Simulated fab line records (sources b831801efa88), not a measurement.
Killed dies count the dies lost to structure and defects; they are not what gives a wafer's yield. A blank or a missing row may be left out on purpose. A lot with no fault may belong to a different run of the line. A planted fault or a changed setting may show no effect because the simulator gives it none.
The same fault as seen by 2 desks / flow gf180mcu / numbers are kept per desk, each desk with only its own; the story behind them comes last

== FOR THE TOOL OWNER'S DESK: rie-metal-04 ==
The tool's own readings at GF_M1_METAL_ETCH_16 (etches the open film in Cl2/BCl3, stops on SiO2, target depth 627.5 nm, time 104.6 s): means of the sampled wafers that have a number, for each lot that ran on this tool. Marked OUT: a lot whose mean sits more than 4 standard deviations from the usual mean, which makes it out of limits; the brackets give that distance.
Columns: A = drypump-motor-current-A at GF_M1_METAL_ETCH_16, usual 5.9 A; B = mfc-cl2-sccm at GF_M1_METAL_ETCH_16, usual 79.98 sccm; C = oes-product-au at GF_M1_METAL_ETCH_16, usual 0.971 a.u.; D = rf-fwd-power-W at GF_M1_METAL_ETCH_16, usual 794 W; E = throttle-valve-pct at GF_M1_METAL_ETCH_16, usual 28.250 %
lot=L159; first seen here=day 17 05:24; A=5.9; B=80.14; C=0.969; D=791; E=28.252
lot=L161; first seen here=day 17 15:16; A=6.0; B=79.90; C=0.960; D=794; E=28.269
lot=L167; first seen here=day 20 11:55; A=6.0; B=80.06; C=0.973; D=793; E=28.241
lot=L170; first seen here=day 21 16:28; A=5.9; B=79.79; C=0.964; D=794; E=28.254
lot=L176; first seen here=day 23 11:19; A=6.0; B=79.87; C=0.974; D=790; E=28.247
Finding of this desk: none of the 5 lots has anything out of limits.

== AT THE METROLOGY DESK ==
Means of the sampled wafers that have a number, per lot and without regard to the tool the lot ran on: this is what the gauges read. Marked OUT: a lot whose mean sits more than 4 standard deviations from the usual mean, which makes it out of limits; the brackets give that distance.
Columns: A = M1_OVL at GF_M1_OVL_MEAS_15, usual -4 nm; B = V1_CVD_00_THK at GF_V1_THK_MEAS_01, usual 598 nm
lot=L159; first seen here=day 17 05:21; A=-5; B=590
lot=L160; first seen here=day 17 09:50; A=-5; B=602
lot=L161; first seen here=day 17 15:13; A=-7; B=586
lot=L165; first seen here=day 19 08:26; A=-5; B=604
lot=L166; first seen here=day 19 22:41; A=0; B=590
lot=L167; first seen here=day 20 11:53; A=-7; B=592
lot=L170; first seen here=day 21 16:26; A=-11; B=605
lot=L176; first seen here=day 23 11:17; A=-4; B=592
lot=L180; first seen here=day 24 11:47; A=-3; B=600
lot=L181; first seen here=day 24 23:35; A=-5; B=600
lot=L182; first seen here=day 25 11:19; A=-6; B=608
Finding of this desk: none of the 11 lots has anything out of limits.

== PUT TOGETHER ==
The desk of the tool owner found nothing out of limits.
From the metrology desk's view, nothing was out of limits.

== WHAT WAS PUT IN BY THE SIMULATOR ==
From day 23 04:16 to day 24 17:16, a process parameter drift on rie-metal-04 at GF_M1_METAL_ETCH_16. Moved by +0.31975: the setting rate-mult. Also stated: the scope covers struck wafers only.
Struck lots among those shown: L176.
